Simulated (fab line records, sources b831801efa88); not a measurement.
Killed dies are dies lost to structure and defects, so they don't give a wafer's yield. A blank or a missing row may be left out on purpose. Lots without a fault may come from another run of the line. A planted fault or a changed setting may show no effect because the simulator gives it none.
Chamber matching | flow sky130 | SKY_POLY_CUT_ETCH_11 on rie_diel-04: 4 sister chambers
The step etches Si3N4 in CF4/CH2F2/Ar, stops on poly-Si, time 42.5 s, target depth 60 nm. 8 wafers are shown with their chamber, then 7 later ones without.

WAFERS WITH THEIR CHAMBER
wafer  | chamber | drypump_motor_current_A (A) | throttle_valve_pct (%)
L381.5 | 3       | 6.1                         | 14.994
L381.6 | 2       | 5.5                         | 14.994
L382.4 | 1       | 5.8                         | 14.999
L382.5 | 3       | 6.2                         | 14.989
L382.6 | 0       | 5.3                         | 14.989
L386.2 | 0       | 5.3                         | 14.992
L386.4 | 1       | 5.8                         | 14.992
L386.6 | 2       | 5.5                         | 14.997

WAFERS WITHOUT THEIR CHAMBER
wafer  | drypump_motor_current_A (A) | throttle_valve_pct (%)
L393.1 | 5.3                         | 14.985
L393.2 | 5.5                         | 14.988
L394.4 | 5.8                         | 14.990
L394.5 | 5.8                         | 15.001
L399.1 | 6.2                         | 14.999
L399.4 | 5.8                         | 14.994
L399.5 | 5.3                         | 14.990

WHICH CHAMBER EACH WENT THROUGH
wafer  | from the rows above | in truth
L393.1 | 0                   | 0
L393.2 | 2                   | 2
L394.4 | 1                   | 1
L394.5 | 1                   | 1
L399.1 | 3                   | 3
L399.4 | 1                   | 1
L399.5 | 0                   | 0
Placed correctly: 7 of 7. Can't be placed from these rows: 0. Placed wrongly: 0.
How it was worked out, from the rows above alone: a wafer's distance from a chamber is the root of the sum, over the readings, of the square of ((its reading less the chamber's mean) divided by the reading's scatter). The wafer belongs to the nearest chamber; if the next one is less than 2 further off, it can't be placed. A chamber's mean is the mean of its shown wafers. The scatter: the root of (the sum of the squares of (reading less its chamber's mean) over the shown wafers, divided by (wafers less chambers)).
